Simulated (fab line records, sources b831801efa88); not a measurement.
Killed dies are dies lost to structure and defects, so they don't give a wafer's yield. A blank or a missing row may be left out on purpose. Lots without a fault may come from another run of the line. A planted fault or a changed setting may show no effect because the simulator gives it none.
Chamber matching | flow gf180mcu | GF_V3_CVD_00 on hdpcvd-01: 3 sister chambers
The step deposits SiO2, target thk 600 nm, time 100 s. 3 wafers are shown with their chamber, then 7 later ones without.

WAFERS WITH THEIR CHAMBER
wafer  | chamber | sih4_flow_sccm (sccm)
L696.5 | 0       | 60.11
L699.1 | 1       | 60.23
L699.2 | 2       | 60.02

WAFERS WITHOUT THEIR CHAMBER
wafer  | sih4_flow_sccm (sccm)
L699.4 | 59.91
L700.2 | 59.90
L700.3 | 60.11
L700.5 | 60.07
L701.3 | 60.14
L701.5 | 59.93
L701.6 | 60.07

WHICH CHAMBER EACH WENT THROUGH
wafer  | from the rows above          | in truth
L699.4 | can't be placed: 2 or 0      | 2
L700.2 | can't be placed: 2 or 0      | 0
L700.3 | can't be placed: 0 or 2 or 1 | 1
L700.5 | can't be placed: 0 or 2 or 1 | 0
L701.3 | can't be placed: 0 or 1 or 2 | 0
L701.5 | can't be placed: 2 or 0      | 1
L701.6 | can't be placed: 0 or 2 or 1 | 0
Placed correctly: 0 of 7. Can't be placed from these rows: 7 (the true chamber is among the candidates in 6). Placed wrongly: 0.
How it was worked out, from the rows above alone: a wafer's distance from a chamber is the root of the sum, over the readings, of the square of ((its reading less the chamber's mean) divided by the reading's scatter). The wafer belongs to the nearest chamber; if the next one is less than 2 further off, it can't be placed. A chamber's mean is the mean of its shown wafers. The scatter: with one shown wafer a chamber, the root of the mean of the squares of how far each hidden wafer lies from its nearest shown one.
